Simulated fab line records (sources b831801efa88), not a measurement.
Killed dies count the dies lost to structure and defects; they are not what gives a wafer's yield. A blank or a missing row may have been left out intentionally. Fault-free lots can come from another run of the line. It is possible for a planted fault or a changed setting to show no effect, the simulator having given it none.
A struck lot beside a sound one || flow sky130 || 17 out of 708 route steps
Sound: the wafers L415.3, L415.5, L415.6. Struck: wafer L407.2 (left out: L407.1, L407.6 of the same lot, which were not struck); the cause appears at the end.
Order at every step that has rows: each side's tool, ch and its chambers, its first start. Under that, the readings that differ: sound wafers || struck wafers || difference of the means || sigmas: that difference in standard deviations of wafers without a fault.
alike: readings whose means differ by less than 2 such deviations, and words and numbers that are the same on both sides. not compared: withheld readings, readings that some wafer has no value for, bounds like >300 that may hide the same value, and numbers for which the record gives no deviation and whose values overlap.
A row with sigmas, a row that says differs or no value, or rows on one side alone: a step with any of these is where the two part. Numbers that have no deviation but don't overlap get no sigmas and don't part them. Lack of a reading on every wafer of one side parts them only where that side has two or more wafers.

first, 3 steps without rows for these wafers: SKY_VIA1_EXPOSE_09 (exposes mask VIM, target cd 150 nm); SKY_VIA1_PEB_10; SKY_VIA1_DEVELOP_11 (develop time 60 s).
SKY_VIA1_CD_MEAS_12 targets a cd of 150 nm.
  sound on cd-sem-02, day 37 01:14; struck on cd-sem-01, day 34 22:26
  alike: cd-nm
SKY_VIA1_OVL_MEAS_13:
  sound on overlay-02, day 37 01:19; struck on overlay-01, day 34 22:34
  alike: VIA1_OVL
SKY_VIA1_ETCH_14: etches BARC in N2/H2, stops on SiO2, time 45.9 s, target depth 60 nm.
  sound on rie-diel-01 ch 0,1,3, day 37 01:21; struck on rie-diel-04 ch 0, day 34 22:36
{"reading": "oes-product-au (a.u.)", "sound": "0.856 0.854 0.856", "struck": 0.844, "difference": -0.011, "sigmas": -2}
  alike: drypump-motor-current-A, throttle-valve-pct
  not compared: rf-hours-counter-h
SKY_VIA1_ETCH_15: etches SiO2 in C4F8/O2/Ar, stops on TiN, target depth 351 nm, time 54 s.
  sound on rie-diel-01 ch 1,2, day 37 01:23; struck on rie-diel-04 ch 0, day 34 22:38
  alike: oes-product-au
  not compared: rf-hours-counter-h
SKY_VIA1_STRIP_16: strips in O2/N2.
  sound on plasma-asher-01 ch 0,1, day 37 01:28; struck on plasma-asher-04 ch 1, day 34 22:41
{"reading": "drypump-motor-current-A (A)", "sound": "5.94 5.93 5.47", "struck": 5.44, "difference": -0.34, "sigmas": -2}
{"reading": "rf-hours-counter-h (h)", "sound": "- - -", "struck": 70, "difference": "no value on the sound wafers", "sigmas": ""}
  alike: oes-product-au, strip-time-to-endpoint-s
then, 3 steps without rows for these wafers: SKY_VIA1_STRIP_17 (strips in post etch residue remover, time 1200 s); SKY_VIA1_CLEAN_18 (cleans in IPA, time 180 s); SKY_VIA1_CLEAN_19 (cleans in O3/DIW).
SKY_VIA1_SPUTTER_20: material TiN, target thk 20 nm, time 80 s.
  sound on pvd-sputter-03, day 37 02:04; struck on pvd-sputter-04, day 34 23:17
  alike: cathode-dc-power-W, throttle-valve-pct
SKY_VIA1_CVD_21: deposits W, target thk 270 nm, time 80.902 s.
  sound on cvd-w-01 ch 0,1, day 37 02:10; struck on cvd-w-02 ch 0, day 34 23:20
{"reading": "model.W_of_VIA1_CVD_21.thk-nm (nm)", "sound": "264.7 265.9 266.1", "struck": 177.9, "difference": -87.7, "sigmas": ""}
  alike: heater-power-w
SKY_VIA1_RS_MEAS_22: a four-point-probe measurement.
  sound on film-metro-03, day 37 02:16; struck on film-metro-02, day 34 23:44
{"reading": "VIA1_W_RS (ohm/sq)", "sound": "0.435 0.432 0.432", "struck": 0.653, "difference": "+0.220", "sigmas": "+52"}
  not compared: hold
SKY_VIA1_THK_MEAS_23: measures by xrf.
  sound on film-metro-03, day 37 02:22; struck on film-metro-02, day 35 02:40
{"reading": "VIA1_W_THK (nm)", "sound": "265 266 268", "struck": 175, "difference": -91, "sigmas": -29}
  not compared: hold
SKY_VIA1_CMP_24: polishes, stops on SiO2, t overpolish 15 s, target thk 0 nm.
  sound on cmp-01 ch 1,2, day 37 02:24; struck on cmp-01 ch 0, day 35 11:00
{"reading": "hold", "sound": "- - -", "struck": "await-dispo/8.2h/release", "difference": "no value on the sound wafers", "sigmas": ""}
{"reading": "edge-zone-pressure-frac", "sound": "0.992 0.998 1.002", "struck": 1.010, "difference": "+0.013", "sigmas": "+3"}
{"reading": "time-to-endpoint-s (s)", "sound": "66 68 64", "struck": 46, "difference": -20, "sigmas": -5}
  alike: motor-current-A
SKY_METAL2_SPUTTER_00: material Ti, target thk 15 nm, time 10 s.
  sound on pvd-sputter-01, day 37 02:42; struck on pvd-sputter-02, day 35 12:29
  alike: cathode-dc-power-W, throttle-valve-pct

WHERE THEY PART
Earliest at SKY_VIA1_ETCH_14; latest, in this record, at SKY_VIA1_CMP_24. Later steps at which nothing parts them and some readings are alike: SKY_METAL2_SPUTTER_00.

WHY: what the simulator had put in
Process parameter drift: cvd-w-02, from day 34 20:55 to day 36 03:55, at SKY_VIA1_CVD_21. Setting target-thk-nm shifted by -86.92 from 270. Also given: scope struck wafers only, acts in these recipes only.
